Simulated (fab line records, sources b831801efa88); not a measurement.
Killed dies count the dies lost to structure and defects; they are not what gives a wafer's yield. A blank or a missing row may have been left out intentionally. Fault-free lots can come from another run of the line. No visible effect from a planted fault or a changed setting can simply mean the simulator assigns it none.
What tool caused it? | flow sky130 | 24 lots with 72 wafers sampled at 6 steps, on a route of 708 steps

WHAT THE GAUGES SHOWED, per wafer
SKY_CONTACT_RS_MEAS_25: uses a four-point probe to measure. Usual: for CONTACT_W_RS the level is 0.338 ohm/sq and the standard deviation is 0.0038.
lot  | measured     | on            | CONTACT_W_RS (ohm/sq) | flag
L074 | day 31 08:11 | film metro-03 | 0.336 0.337 0.348     |
L075 | day 31 17:32 | film metro-01 | 0.331 0.334 0.331     |
L076 | day 33 10:07 | film metro-03 | 0.335 0.344 0.341     |
L078 | day 33 11:52 | film metro-01 | 0.339 0.335 0.335     |
L077 | day 33 13:04 | film metro-04 | 0.336 0.338 0.339     |
L080 | day 33 21:14 | film metro-04 | 0.339 0.333 0.338     |
L079 | day 33 23:25 | film metro-01 | 0.339 0.342 0.339     |
L082 | day 34 05:54 | film metro-01 | 0.335 0.337 0.337     |
L081 | day 34 07:43 | film metro-01 | 0.336 0.340 0.340     |
L084 | day 34 14:20 | film metro-01 | 0.335 0.335 0.336     |
L083 | day 34 20:29 | film metro-01 | 0.339 0.347 0.335     |
L085 | day 34 23:59 | film metro-01 | 0.346 0.345 0.341     |
L086 | day 35 04:22 | film metro-03 | 0.339 0.341 0.338     |
L087 | day 35 16:13 | film metro-03 | 0.334 0.333 0.339     |
L088 | day 35 17:03 | film metro-04 | 0.334 0.328 0.335     |
L089 | day 36 03:36 | film metro-04 | 0.339 0.336 0.342     |
L090 | day 36 13:40 | film metro-03 | 0.336 0.341 0.331     |
L091 | day 36 17:58 | film metro-03 | 0.345 0.335 0.345     |
L092 | day 37 06:55 | film metro-04 | 0.336 0.340 0.342     |
L093 | day 37 14:24 | film metro-01 | 0.340 0.336 0.336     |
L094 | day 37 17:47 | film metro-04 | 0.332 0.337 0.340     |
L095 | day 37 22:30 | film metro-03 | 0.331 0.333 0.339     |
L096 | day 38 13:05 | film metro-03 | 0.343 0.345 0.337     |
L097 | day 38 13:40 | film metro-03 | 0.337 0.342 0.335     |

SKY_METAL1_CD_MEAS_15 targets a cd of 140 nm. Usual: cd nm at 140.2 nm, with a standard deviation of 1.5.
lot  | measured     | on        | cd nm (nm)        | flag
L074 | day 32 11:20 | cd sem-02 | 137.4 137.4 137.1 |
L075 | day 32 20:38 | cd sem-01 | 140.3 139.0 139.0 |
L076 | day 34 13:56 | cd sem-02 | 139.5 139.0 139.3 |
L078 | day 34 15:19 | cd sem-01 | 141.3 140.6 139.2 |
L077 | day 34 16:53 | cd sem-01 | 139.6 139.5 137.7 |
L080 | day 35 01:13 | cd sem-02 | 143.5 140.8 141.9 |
L079 | day 35 02:41 | cd sem-01 | 138.3 138.9 138.3 |
L082 | day 35 08:52 | cd sem-02 | 141.3 140.8 141.4 |
L081 | day 35 11:02 | cd sem-02 | 139.4 139.1 139.4 |
L084 | day 35 17:18 | cd sem-02 | 138.5 138.4 138.2 |
L083 | day 35 23:00 | cd sem-02 | 143.8 143.2 141.8 |
L085 | day 36 02:44 | cd sem-02 | 140.0 140.7 140.2 |
L086 | day 36 06:18 | cd sem-01 | 140.6 140.1 140.0 |
L087 | day 36 18:25 | cd sem-01 | 142.4 140.9 141.6 |
L088 | day 36 18:54 | cd sem-02 | 139.5 139.7 141.1 |
L089 | day 37 06:16 | cd sem-02 | 140.0 139.5 139.6 |
L090 | day 37 16:43 | cd sem-02 | 138.1 138.6 138.8 |
L091 | day 37 21:29 | cd sem-01 | 139.0 138.7 139.5 |
L092 | day 38 10:19 | cd sem-01 | 139.4 140.3 138.1 |
L093 | day 38 17:11 | cd sem-01 | 140.4 140.7 139.8 |
L094 | day 38 20:58 | cd sem-02 | 140.8 141.7 141.1 |
L095 | day 39 00:18 | cd sem-02 | 142.9 142.1 140.8 |
L096 | day 39 13:32 | cd sem-02 | 140.4 141.9 139.3 |
L097 | day 39 14:50 | cd sem-01 | 141.7 141.4 142.6 |

SKY_VIA1_THK_MEAS_01. Usual: for VIA1_HDPCVD_THK the level is 1029 nm and the standard deviation is 10.
lot  | measured     | on            | VIA1_HDPCVD_THK (nm) | flag
L074 | day 32 12:25 | film metro-04 | 1022 1011 1029       |
L075 | day 32 21:47 | film metro-02 | 1025 1024 1018       |
L076 | day 34 15:31 | film metro-03 | 1045 1053 1040       |
L078 | day 34 16:27 | film metro-04 | 1034 1030 1033       |
L077 | day 34 18:17 | film metro-04 | 1039 1030 1031       |
L080 | day 35 02:15 | film metro-02 | 1033 1031 1045       |
L079 | day 35 03:46 | film metro-03 | 1024 1033 1027       |
L082 | day 35 09:58 | film metro-04 | 1031 1033 1019       |
L081 | day 35 12:04 | film metro-03 | 1041 1036 1017       |
L084 | day 35 18:20 | film metro-03 | 1036 1016 1029       |
L083 | day 36 00:02 | film metro-02 | 1039 1036 1051       |
L085 | day 36 03:45 | film metro-03 | 1020 1021 1028       |
L086 | day 36 07:21 | film metro-04 | 1033 1028 1028       |
L087 | day 36 19:26 | film metro-03 | 1048 1031 1013       |
L088 | day 36 19:56 | film metro-04 | 1016 1019 1028       |
L089 | day 37 07:17 | film metro-04 | 1044 1033 1039       |
L090 | day 37 17:53 | film metro-03 | 1005 1023 1011       |
L091 | day 37 22:31 | film metro-02 | 1030 1027 1026       |
L092 | day 38 11:20 | film metro-04 | 1038 1037 1040       |
L093 | day 38 18:35 | film metro-03 | 1020 1023 1009       |
L094 | day 38 22:01 | film metro-02 | 1009 1027 1020       |
L095 | day 39 01:32 | film metro-02 | 1030 1030 1028       |
L096 | day 39 14:34 | film metro-02 | 1023 1050 1034       |
L097 | day 39 15:53 | film metro-03 | 1028 1031 1022       |

TOOL THAT RAN EACH LOT (tool first, then ch and the chambers of the sampled wafers, then the start)
lot  | SKY_LOCAL_INTERCONNECT_ETCH_13    | SKY_LOCAL_INTERCONNECT_METAL_ETCH_14 | SKY_METAL1_METAL_ETCH_19
L074 | rie metal-04 ch 0,1, day 30 01:55 | rie metal-04 ch 0,1, day 30 01:58    | rie metal-01 ch 0,1, day 32 11:35
L075 | rie metal-01 ch 0,1, day 30 10:56 | rie metal-01 ch 0,1, day 30 10:59    | rie metal-01 ch 1, day 32 20:53
L076 | rie metal-04 ch 0,1, day 32 04:29 | rie metal-04 ch 0,1, day 32 04:32    | rie metal-01 ch 0, day 34 14:17
L078 | rie metal-03 ch 0, day 32 06:33   | rie metal-03 ch 0, day 32 06:37      | rie metal-02 ch 0,1, day 34 15:34
L077 | rie metal-03 ch 0,1, day 32 08:06 | rie metal-03 ch 0,1, day 32 08:10    | rie metal-04 ch 0,1, day 34 17:09
L080 | rie metal-01 ch 0,1, day 32 16:06 | rie metal-01 ch 0,1, day 32 16:10    | rie metal-02 ch 0,1, day 35 01:26
L079 | rie metal-03 ch 0,1, day 32 17:18 | rie metal-03 ch 0,1, day 32 17:22    | rie metal-04 ch 0,1, day 35 02:56
L082 | rie metal-01 ch 0,1, day 33 00:59 | rie metal-01 ch 0,1, day 33 01:02    | rie metal-01 ch 0,1, day 35 09:06
L081 | rie metal-04 ch 0,1, day 33 01:57 | rie metal-04 ch 0,1, day 33 02:01    | rie metal-01 ch 0,1, day 35 11:16
L084 | rie metal-01 ch 0,1, day 33 09:20 | rie metal-01 ch 0,1, day 33 09:23    | rie metal-01 ch 0,1, day 35 17:33
L083 | rie metal-04 ch 0, day 33 14:36   | rie metal-04 ch 0, day 33 14:44      | rie metal-04 ch 0,1, day 35 23:15
L085 | rie metal-04 ch 0, day 33 18:28   | rie metal-04 ch 0, day 33 18:35      | rie metal-02 ch 0,1, day 36 02:58
L086 | rie metal-03 ch 0,1, day 33 23:56 | rie metal-03 ch 0,1, day 33 23:59    | rie metal-01 ch 0,1, day 36 06:33
L087 | rie metal-04 ch 0,1, day 34 12:23 | rie metal-04 ch 0,1, day 34 12:26    | rie metal-02 ch 0,1, day 36 18:38
L088 | rie metal-03 ch 0,1, day 34 13:03 | rie metal-03 ch 0,1, day 34 13:07    | rie metal-01 ch 0,1, day 36 19:09
L089 | rie metal-03 ch 0,1, day 34 23:32 | rie metal-03 ch 0,1, day 34 23:36    | rie metal-02 ch 0,1, day 37 06:29
L090 | rie metal-04 ch 0,1, day 35 09:20 | rie metal-04 ch 0,1, day 35 09:25    | rie metal-02 ch 0,1, day 37 16:57
L091 | rie metal-04 ch 0,1, day 35 14:00 | rie metal-04 ch 0,1, day 35 14:04    | rie metal-02 ch 0,1, day 37 21:44
L092 | rie metal-01 ch 0,1, day 36 02:29 | rie metal-01 ch 0,1, day 36 02:34    | rie metal-04 ch 0,1, day 38 10:32
L093 | rie metal-03 ch 0, day 36 10:23   | rie metal-03 ch 0, day 36 10:30      | rie metal-02 ch 0,1, day 38 17:26
L094 | rie metal-04 ch 0,1, day 36 12:51 | rie metal-04 ch 0,1, day 36 12:55    | rie metal-01 ch 0,1, day 38 21:13
L095 | rie metal-01 ch 0,1, day 36 17:35 | rie metal-01 ch 0,1, day 36 17:40    | rie metal-02 ch 0, day 39 00:38
L096 | rie metal-04 ch 0,1, day 37 08:03 | rie metal-04 ch 0,1, day 37 08:07    | rie metal-01 ch 0,1, day 39 13:47
L097 | rie metal-03 ch 0,1, day 37 08:44 | rie metal-03 ch 0,1, day 37 08:47    | rie metal-01 ch 0,1, day 39 15:05
- SKY_LOCAL_INTERCONNECT_ETCH_13: etches BARC in N2/H2, stops on SiO2, time 45.9 s, target depth 60 nm.
- SKY_LOCAL_INTERCONNECT_METAL_ETCH_14: etches TiN in Cl2/BCl3, stops on PSG, target depth 110 nm, time 31.4 s.
- SKY_METAL1_METAL_ETCH_19: etches the open film in Cl2/BCl3, stops on SiO2, target depth 360 nm, time 78 s.

AS READ BY THE TOOLS THEMSELVES (means over the sampled wafers that have a number; for cases with no such wafer, the mark the record gives instead)
SKY_LOCAL_INTERCONNECT_ETCH_13. Usual: drypump motor current A 5.41 A, standard deviation 0.27; oes product au 0.854 a.u., standard deviation 0.0047; throttle valve pct 13.225 %, standard deviation 0.0093.
lot  | tool         | drypump motor current A (A) | oes product au (a.u.) | throttle valve pct (%) | flag
L074 | rie metal-04 | 5.26                        | 0.850                 | 13.230                 |
L075 | rie metal-01 | 5.55                        | 0.849                 | 13.228                 |
L076 | rie metal-04 | 5.29                        | 0.851                 | 13.225                 |
L078 | rie metal-03 | 5.48                        | 0.854                 | 13.228                 |
L077 | rie metal-03 | 5.39                        | 0.855                 | 13.230                 |
L080 | rie metal-01 | 5.27                        | 0.853                 | 13.225                 |
L079 | rie metal-03 | 5.38                        | 0.862                 | 13.233                 |
L082 | rie metal-01 | 5.56                        | 0.856                 | 13.223                 |
L081 | rie metal-04 | 5.25                        | 0.858                 | 13.223                 |
L084 | rie metal-01 | 5.30                        | 0.849                 | 13.223                 |
L083 | rie metal-04 | 5.61                        | 0.850                 | 13.226                 |
L085 | rie metal-04 | 5.63                        | 0.854                 | 13.226                 |
L086 | rie metal-03 | 5.43                        | 0.851                 | 13.228                 |
L087 | rie metal-04 | 5.42                        | 0.858                 | 13.219                 |
L088 | rie metal-03 | 5.40                        | 0.853                 | 13.225                 |
L089 | rie metal-03 | 5.40                        | 0.852                 | 13.219                 |
L090 | rie metal-04 | 5.24                        | 0.856                 | 13.231                 |
L091 | rie metal-04 | 5.45                        | 0.860                 | 13.225                 |
L092 | rie metal-01 | 5.57                        | 0.854                 | 13.222                 |
L093 | rie metal-03 | 5.45                        | 0.857                 | 13.231                 |
L094 | rie metal-04 | 5.25                        | 0.852                 | 13.222                 |
L095 | rie metal-01 | 5.56                        | 0.856                 | 13.223                 |
L096 | rie metal-04 | 5.26                        | 0.859                 | 13.219                 |
L097 | rie metal-03 | 5.40                        | 0.850                 | 13.218                 |

SKY_LOCAL_INTERCONNECT_METAL_ETCH_14. Usual: drypump motor current A 5.41 A, standard deviation 0.27; oes product au 0.941 a.u., standard deviation 0.0081; throttle valve pct 21.902 %, standard deviation 0.01.
lot  | tool         | drypump motor current A (A) | oes product au (a.u.) | throttle valve pct (%) | flag
L074 | rie metal-04 | 5.25                        | 0.949                 | 21.900                 |
L075 | rie metal-01 | 5.54                        | 0.949                 | 21.892                 |
L076 | rie metal-04 | 5.25                        | 0.946                 | 21.902                 |
L078 | rie metal-03 | 5.44                        | 0.938                 | 21.896                 |
L077 | rie metal-03 | 5.39                        | 0.936                 | 21.911                 |
L080 | rie metal-01 | 5.29                        | 0.945                 | 21.911                 |
L079 | rie metal-03 | 5.39                        | 0.941                 | 21.904                 |
L082 | rie metal-01 | 5.54                        | 0.934                 | 21.901                 |
L081 | rie metal-04 | 5.23                        | 0.940                 | 21.904                 |
L084 | rie metal-01 | 5.29                        | 0.942                 | 21.895                 |
L083 | rie metal-04 | 5.61                        | 0.933                 | 21.898                 |
L085 | rie metal-04 | 5.61                        | 0.932                 | 21.906                 |
L086 | rie metal-03 | 5.44                        | 0.942                 | 21.893                 |
L087 | rie metal-04 | 5.44                        | 0.947                 | 21.907                 |
L088 | rie metal-03 | 5.38                        | 0.940                 | 21.910                 |
L089 | rie metal-03 | 5.39                        | 0.929                 | 21.905                 |
L090 | rie metal-04 | 5.22                        | 0.948                 | 21.888                 |
L091 | rie metal-04 | 5.42                        | 0.942                 | 21.903                 |
L092 | rie metal-01 | 5.53                        | 0.945                 | 21.902                 |
L093 | rie metal-03 | 5.49                        | 0.948                 | 21.901                 |
L094 | rie metal-04 | 5.25                        | 0.948                 | 21.904                 |
L095 | rie metal-01 | 5.55                        | 0.929                 | 21.904                 |
L096 | rie metal-04 | 5.24                        | 0.949                 | 21.890                 |
L097 | rie metal-03 | 5.39                        | 0.936                 | 21.891                 |

SKY_METAL1_METAL_ETCH_19. Usual: drypump motor current A 5.4 A, standard deviation 0.31; oes product au 0.852 a.u., standard deviation 0.0058; throttle valve pct 22.265 %, standard deviation 0.0095.
lot  | tool         | drypump motor current A (A) | oes product au (a.u.) | throttle valve pct (%) | flag
L074 | rie metal-01 | 5.5                         | 0.845                 | 22.265                 |
L075 | rie metal-01 | 5.8                         | 0.850                 | 22.263                 |
L076 | rie metal-01 | 5.0                         | 0.858                 | 22.268                 |
L078 | rie metal-02 | 5.6                         | 0.851                 | 22.262                 |
L077 | rie metal-04 | 5.3                         | 0.859                 | 22.261                 |
L080 | rie metal-02 | 5.6                         | 0.861                 | 22.267                 |
L079 | rie metal-04 | 5.3                         | 0.847                 | 22.260                 |
L082 | rie metal-01 | 5.3                         | 0.848                 | 22.269                 |
L081 | rie metal-01 | 5.3                         | 0.851                 | 22.269                 |
L084 | rie metal-01 | 5.3                         | 0.855                 | 22.270                 |
L083 | rie metal-04 | 5.3                         | 0.854                 | 22.267                 |
L085 | rie metal-02 | 5.5                         | 0.853                 | 22.262                 |
L086 | rie metal-01 | 5.5                         | 0.854                 | 22.259                 |
L087 | rie metal-02 | 5.6                         | 0.853                 | 22.259                 |
L088 | rie metal-01 | 5.3                         | 0.849                 | 22.262                 |
L089 | rie metal-02 | 5.6                         | 0.848                 | 22.271                 |
L090 | rie metal-02 | 5.6                         | 0.852                 | 22.265                 |
L091 | rie metal-02 | 5.6                         | 0.844                 | 22.268                 |
L092 | rie metal-04 | 5.3                         | 0.854                 | 22.259                 |
L093 | rie metal-02 | 5.6                         | 0.854                 | 22.258                 |
L094 | rie metal-01 | 5.5                         | 0.854                 | 22.267                 |
L095 | rie metal-02 | 5.7                         | 0.847                 | 22.270                 |
L096 | rie metal-01 | 5.3                         | 0.843                 | 22.260                 |
L097 | rie metal-01 | 5.5                         | 0.858                 | 22.253                 |

THE ANSWER, worked out from the rows above alone
Rule: a lot counts as off when the mean over its wafers that have a number is more than 3 standard deviations away from the usual mean. Also off: a lot with no number at a reading for which 4 or more lots have one. The other lots that the step has rows for count as sound. First the gauges in route order, then the tools' own readings, where a lot's mean is used as printed above. The first step at which some lot is off is used, and at that step the reading that is off furthest; a lot without a number counts as furthest.
No lot is off on any of the readings shown, so nothing can be concluded from this.

WHAT THE SIMULATOR PUT IN
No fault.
